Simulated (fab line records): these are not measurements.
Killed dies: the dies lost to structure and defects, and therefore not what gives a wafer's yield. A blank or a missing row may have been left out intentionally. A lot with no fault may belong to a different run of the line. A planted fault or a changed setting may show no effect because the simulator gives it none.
Code-filled problem report in 8D (eight disciplines) form | flow gf180mcu | the parts of the form that need people (team, actions taken, sign-off) are left out

1. THE PROBLEM
Mean VT_IMPLANT_2_TW at GF_VT_IMPLANT_TW_MEAS_21: 30 over 6 wafers in 2 lots; fault-free wafers: 1213, standard deviation 6.5. So: -99 or more standard deviations from the usual mean.
The first sign was on wafer L632.4 at day 10 06:19, on film-metro-02. Wafers with a number at this step in the record: 42, from 14 lots. Rule for "out", or "out of limits": more than 4 standard deviations from the usual mean. The rest of the wafers with a number are treated as sound.

2. WHAT THIS IS AND IS NOT
question                    | is                           | is not
which readings at this step | VT_IMPLANT_2_TW              | -
which lots                  | L632, L634                   | L617, L618, L619, L620, L621, L623, L625, L627, L628, L629, L638, L640
which wafers of those lots  | all that have a number       | -
read on which gauges        | film-metro-02, film-metro-04 | film-metro-03
when                        | from day 10 06:19            | up to then (30 sound wafers); but 6 sound wafers of L638, L640 came after

3. THE SUSPECTS, EACH WITH WHAT RULES IT OUT
Counting: a tool stays on the suspect list if, at a process step up to the reading, it processed all lots that are out and no sound lot following the first of them.
- the gauge at GF_VT_IMPLANT_TW_MEAS_21 is ruled out. 2 gauges (film-metro-02, film-metro-04) read the wafers that are out.
- litho-track-02 at GF_VT_IMPLANT_DEVELOP_17 (develop time 60 s): kept. All lots that are out passed through it, beginning with L632 at day 10 05:55, and no sound lot followed; its final sound lot before that point was L629 at day 9 09:09.
The count leaves litho-track-02 at GF_VT_IMPLANT_DEVELOP_17.

4. THE CAUSE (what the simulator had put in)
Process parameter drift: litho-track-02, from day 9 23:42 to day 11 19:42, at GF_VT_IMPLANT_DEVELOP_17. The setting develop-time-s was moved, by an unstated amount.
This tool alone remained once counting was done.

5. SEQUENCE OF EFFECTS, ordered by route
Each row: a reading where the mean over the struck wafers with a number is more than 3 standard deviations away from the usual. Scope: only readings with a usual standard deviation given in the record; hours: median across lots of the time from each lot's start at the first step in this table that gives one to its start at this step; sigmas: change in usual standard deviations.
hours | step                     | reading         | usual | on struck wafers | change | sigmas
0     | GF_VT_IMPLANT_TW_MEAS_21 | VT_IMPLANT_2_TW | 1213  | 30               | -1183  | -99 or more
Readings that are blank on the struck wafers while sound wafers have them: VT_IMPLANT_01_OVL at GF_VT_IMPLANT_OVL_MEAS_18.

6. WHAT WOULD HAVE CAUGHT IT SOONER
Counted from the fault's start at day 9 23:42, it took 7 hours until the first out-of-limits reading at a measuring or inspecting step in this record, taken at day 10 06:19.
Between GF_VT_IMPLANT_DEVELOP_17 and GF_VT_IMPLANT_TW_MEAS_21, GF_VT_IMPLANT_OVL_MEAS_18 gave no VT_IMPLANT_01_OVL on the struck wafers, where sound wafers have one: a measuring or inspecting step that comes back empty is itself a sign.
Of the lots that are out (2), L634 began GF_VT_IMPLANT_DEVELOP_17 on litho-track-02 after day 10 06:19. It would have been spared by a hold on the tool at that moment.
